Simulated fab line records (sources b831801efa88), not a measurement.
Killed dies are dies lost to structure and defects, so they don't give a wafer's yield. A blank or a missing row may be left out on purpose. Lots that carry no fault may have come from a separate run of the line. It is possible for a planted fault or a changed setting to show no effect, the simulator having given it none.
Split-lot trial	flow gf180mcu	on a route of 602 steps: 5 lots, 23 wafers read

## ON THE SPLIT
At GF_M3_SPUTTER_04 (material TiN, target thk 50 nm, time 41.7 s), the setting powerW was moved away from the recipe's 6500 W on 8 of the 23 wafers read, by -5.8% to +11.5%. The other wafers ran this setting at the recipe's value.

The reading comes from the split's own step.

## THE READING
TiN_of_M3_SPUTTER_04.thkNm (the simulator's own value, which no gauge read), in nm, at GF_M3_SPUTTER_04 (material TiN, target thk 50 nm, time 41.7 s). The file gives no usual value for it. Across the 15 wafers here that went through the recipe, the average is 50.05 nm and the standard deviation 0.45 nm.

wafer	tool, chamber at the split	powerW as run, W	against the recipe	TiN_of_M3_SPUTTER_04.thkNm, nm	against lot-mates on the recipe
L075.1	pvdSputter-01, -	6500	recipe	49.97	-
L075.4	pvdSputter-01, -	6500	recipe	49.85	-
L075.6	pvdSputter-01, -	6500	recipe	49.9	-
L077.1	pvdSputter-01, -	6500	recipe	50.95	-
L077.2	pvdSputter-01, -	6500	recipe	50.83	-
L077.3	pvdSputter-01, -	7071	+8.8%	55.66	+4.77
L077.5	pvdSputter-01, -	7071	+8.8%	55.14	+4.25
L077.6	pvdSputter-01, -	7071	+8.8%	55.7	+4.81
L078.1	pvdSputter-03, -	6500	recipe	49.75	-
L078.2	pvdSputter-03, -	6500	recipe	49.52	-
L078.3	pvdSputter-03, -	6500	recipe	49.81	-
L078.4	pvdSputter-03, -	6500	recipe	49.46	-
L078.6	pvdSputter-03, -	6500	recipe	49.91	-
L079.1	pvdSputter-04, -	6120	-5.8%	47.44	-3.11
L079.2	pvdSputter-04, -	6120	-5.8%	47.6	-2.95
L079.3	pvdSputter-04, -	6500	recipe	50.68	-
L079.4	pvdSputter-04, -	6500	recipe	50.42	-
L079.5	pvdSputter-04, -	6120	-5.8%	47.64	-2.91
L083.2	pvdSputter-01, -	6500	recipe	49.55	-
L083.3	pvdSputter-01, -	7250	+11.5%	55.32	+5.44
L083.4	pvdSputter-01, -	7250	+11.5%	55.22	+5.34
L083.5	pvdSputter-01, -	6500	recipe	50.04	-
L083.6	pvdSputter-01, -	6500	recipe	50.06	-

FIT RESULTS
A straight line over all 23 wafers: TiN_of_M3_SPUTTER_04.thkNm changes by +0.505 nm for each +1% of powerW; r = +0.98; the points scatter about the line by 0.59 nm.
The same after taking each lot's own level away (the mean of its wafers on the recipe; 23 wafers): +0.497 nm for each +1%; r = +1.00; scatter 0.22 nm.
That fit puts the effect of the largest move of powerW on the reading at 5.7 nm.
The lots' own levels span 49.690 to 50.890 nm, that is 2.7 times the standard deviation above.
The two slopes are in agreement: the lot-to-lot level therefore moves the slope only a little.
Check: +5.82 nm against its lot-mates is what the line predicts for one of the wafers moved furthest among these (+11.5%) when that wafer is left out of the fit. It came out at +5.44 nm against them.

## THESE WAFERS: OTHER SPLITS
Before the reading, these wafers also passed through other splits. Each is held against what the fit with the lots' levels taken away leaves over:
other split on the same wafers	wafers away from the commonest value	r with TiN_of_M3_SPUTTER_04.thkNm (lot level and that fit taken away)
GF_V2_PEB_12 pebTimeS	7	-0.24

## THE FILE'S OWN FIT
TiN_of_M3_SPUTTER_04.thkNm changes by +0.491 nm for each +1% of powerW, r = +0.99.
